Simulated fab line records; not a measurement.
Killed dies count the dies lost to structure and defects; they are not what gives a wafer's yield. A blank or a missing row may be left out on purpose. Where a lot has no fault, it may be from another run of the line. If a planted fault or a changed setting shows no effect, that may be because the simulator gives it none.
Chamber matching || flow sky130 || SKY_VIA3_HDPCVD_00 on hdpcvd-01: 3 sister chambers
The step deposits SiO2, target thk 1635 nm, time 272.5 s. 3 wafers are shown with their chamber, then 8 later ones without.

== WAFERS PAIRED WITH THEIR CHAMBERS ==
{"wafer": "L705.5", "chamber": 1, "runLengthS (s)": 300.3}
{"wafer": "L722.2", "chamber": 0, "runLengthS (s)": 299.5}
{"wafer": "L723.4", "chamber": 2, "runLengthS (s)": 300.5}

== WAFERS WHOSE CHAMBER IS MISSING ==
{"wafer": "L723.5", "runLengthS (s)": 300.2}
{"wafer": "L723.6", "runLengthS (s)": 300.2}
{"wafer": "L724.1", "runLengthS (s)": 300.0}
{"wafer": "L724.3", "runLengthS (s)": 300.4}
{"wafer": "L724.5", "runLengthS (s)": 300.0}
{"wafer": "L725.1", "runLengthS (s)": 300.7}
{"wafer": "L725.2", "runLengthS (s)": 300.2}
{"wafer": "L725.5", "runLengthS (s)": 300.5}

== EACH ONE'S CHAMBER ==
{"wafer": "L723.5", "from the rows above": "can't be placed: 1 or 2", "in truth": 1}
{"wafer": "L723.6", "from the rows above": "can't be placed: 1 or 2", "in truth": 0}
{"wafer": "L724.1", "from the rows above": "can't be placed: 1 or 0 or 2", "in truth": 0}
{"wafer": "L724.3", "from the rows above": "can't be placed: 1 or 2", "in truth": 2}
{"wafer": "L724.5", "from the rows above": "can't be placed: 1 or 0 or 2", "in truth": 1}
{"wafer": "L725.1", "from the rows above": "can't be placed: 2 or 1", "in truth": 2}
{"wafer": "L725.2", "from the rows above": "can't be placed: 1 or 2", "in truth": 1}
{"wafer": "L725.5", "from the rows above": "can't be placed: 2 or 1", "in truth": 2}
Placed correctly: 0 of 8. These rows do not allow placing 8 (true chamber among the candidates in 7). 0 placed wrongly.
How it was worked out, from the rows above alone: a wafer's distance from a chamber is the root of the sum, over the readings, of the square of ((its reading less the chamber's mean) divided by the reading's scatter). The wafer belongs to the nearest chamber; if the next one is less than 2 further off, it can't be placed. Each chamber's mean is taken over the wafers shown for it. The scatter: with one shown wafer a chamber, the root of the mean of the squares of how far each hidden wafer lies from its nearest shown one.
